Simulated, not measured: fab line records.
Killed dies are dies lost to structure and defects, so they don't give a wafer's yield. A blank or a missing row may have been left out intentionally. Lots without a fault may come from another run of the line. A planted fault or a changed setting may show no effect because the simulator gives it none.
2 desks looking at one fault -- flow sky130 -- only its own numbers are on each desk; what lay behind them is given at the end

== DESK OF THE TOOL OWNER: rieMetal-02 ==
The tool's own readings at SKY_CAPM_METAL_ETCH_13 (etches TiN in Cl2/BCl3, stops on SiO2, target depth 220 nm, time 62.9 s): means of the sampled wafers that have a number, for each lot that ran on this tool. If a lot's mean is further than 4 standard deviations from the usual mean, the lot is out of limits and carries the mark OUT (the distance appears in the brackets).
Columns: A = drypumpMotorCurrentA at SKY_CAPM_METAL_ETCH_13, usual 5.68 A; B = mfcCl2Sccm at SKY_CAPM_METAL_ETCH_13, usual 60.04 sccm; C = oesProductAu at SKY_CAPM_METAL_ETCH_13, usual 0.945 a.u.; D = runLengthS at SKY_CAPM_METAL_ETCH_13, usual 91.0 s; E = throttleValvePct at SKY_CAPM_METAL_ETCH_13, usual 21.899 %
lot,first seen here,A,B,C,D,E
L683,day 39 04:36,5.83,59.92,0.949,91.3,21.895
L686,day 40 10:18,5.67,59.92,0.946,90.9,21.898
L687,day 40 17:57,5.86,59.81,0.935,91.2,21.894
L688,day 41 04:00,5.67,59.97,0.945,91.0,21.891
L689,day 41 06:10,5.88,60.05,0.927,93.5 (+7.9) OUT,21.909
L690,day 41 16:27,5.65,60.00,0.899 (-6.6) OUT,96.0 (+16) OUT,21.925
L700,day 44 13:09,5.46,60.16,0.943,91.1,21.906
This desk's finding: out of limits on L689, L690; first on L689, day 41 06:10 (runLengthS at SKY_CAPM_METAL_ETCH_13). L683, L686, L687, L688, L700: within limits.

== FROM THE METROLOGY DESK ==
Lot by lot, what the gauges showed, no matter which tool ran the lot: averages of those sampled wafers that carry a number. If a lot's mean is further than 4 standard deviations from the usual mean, the lot is out of limits and carries the mark OUT (the distance appears in the brackets).
Columns: A = cdNm at SKY_SD_N_CD_MEAS_07, usual 379.6 nm; B = CAP2M_TIN_THK at SKY_CAP2M_THK_MEAS_04, usual 199.6 nm
lot,first seen here,A,B
L682,day 29 07:02,380.8,203.1
L683,day 29 16:17,379.1,198.5
L686,day 31 01:47,374.3,199.5
L687,day 31 08:13,379.5,197.7
L688,day 31 18:07,376.6,202.1
L689,day 31 23:53,380.9,198.5
L690,day 32 09:43,385.0,198.0
L699,day 35 16:04,379.4,198.0
L700,day 35 16:43,382.3,198.1
L701,day 36 03:20,384.1,203.2
This desk's finding: nothing out of limits on any of the 10 lots.

== TAKEN TOGETHER ==
An alarm could have come from the tool owner's desk at day 41 06:10, on L689, L690.
The metrology desk saw nothing out of limits.
The metrology desk holds a record of L689, L690, inside its limits.
Every lot named ran SKY_CAPM_METAL_ETCH_13 on rieMetal-02.

== WHAT THE SIMULATOR HAD PUT IN ==
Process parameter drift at SKY_CAPM_METAL_ETCH_13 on rieMetal-02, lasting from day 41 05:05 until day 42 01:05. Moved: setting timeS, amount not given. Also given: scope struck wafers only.
Lots struck among those shown: L689, L690.
Time in hours from fault onset to the first out-of-limits reading at each desk: the tool owner's desk, 1.
